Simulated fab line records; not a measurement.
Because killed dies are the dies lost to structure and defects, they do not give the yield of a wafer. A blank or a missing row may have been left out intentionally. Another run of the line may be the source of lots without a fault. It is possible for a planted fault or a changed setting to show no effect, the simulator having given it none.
One fault seen from 2 desks    flow sky130    only its own numbers are on each desk; what lay behind them is given at the end

## AT THE METROLOGY DESK
What the gauges read for every lot (on any tool): the sampled wafers with a number, averaged. Any lot whose mean is over 4 standard deviations away from the usual mean is out of limits and marked OUT; that distance is given in the brackets.
Columns: A = LI_CONTACT_BOW at SKY_LI_CONTACT_BOW_MEAS_03, usual 56 um
lot   first seen here  A
L589  day 28 01:04     52
L590  day 28 07:47     57
L591  day 29 01:04     62
L592  day 29 01:18     59
L593  day 29 18:28     58
L594  day 30 08:16     53
L595  day 30 12:51     50
L596  day 30 21:07     54
L597  day 31 09:01     61
L598  day 31 09:16     54
L600  day 32 00:34     50
L601  day 32 15:18     51
L602  day 32 18:01     52
L603  day 33 12:56     62
This desk found nothing out of limits on any of the 14 lots.

## TOOL OWNER'S DESK, lithoTrack-03
The tool's own readings at SKY_SD_N_COAT_02 (resist thk 1140 nm): means of the sampled wafers that have a number, for each lot that ran on this tool. Any lot whose mean is over 4 standard deviations away from the usual mean is out of limits and marked OUT; that distance is given in the brackets.
Columns: A = exhaustPa at SKY_SD_N_COAT_02, usual 44.9 Pa
lot   first seen here  A
L589  day 27 08:21     45.4
L600  day 31 08:57     44.9
L601  day 32 00:01     45.3
L602  day 32 02:42     45.8
L603  day 32 21:06     43.7
This desk found nothing out of limits on any of the 5 lots.

## BROUGHT TOGETHER
The metrology desk saw nothing out of limits.
The desk of the tool owner found nothing out of limits.

## WHAT THE SIMULATOR HAD INSERTED
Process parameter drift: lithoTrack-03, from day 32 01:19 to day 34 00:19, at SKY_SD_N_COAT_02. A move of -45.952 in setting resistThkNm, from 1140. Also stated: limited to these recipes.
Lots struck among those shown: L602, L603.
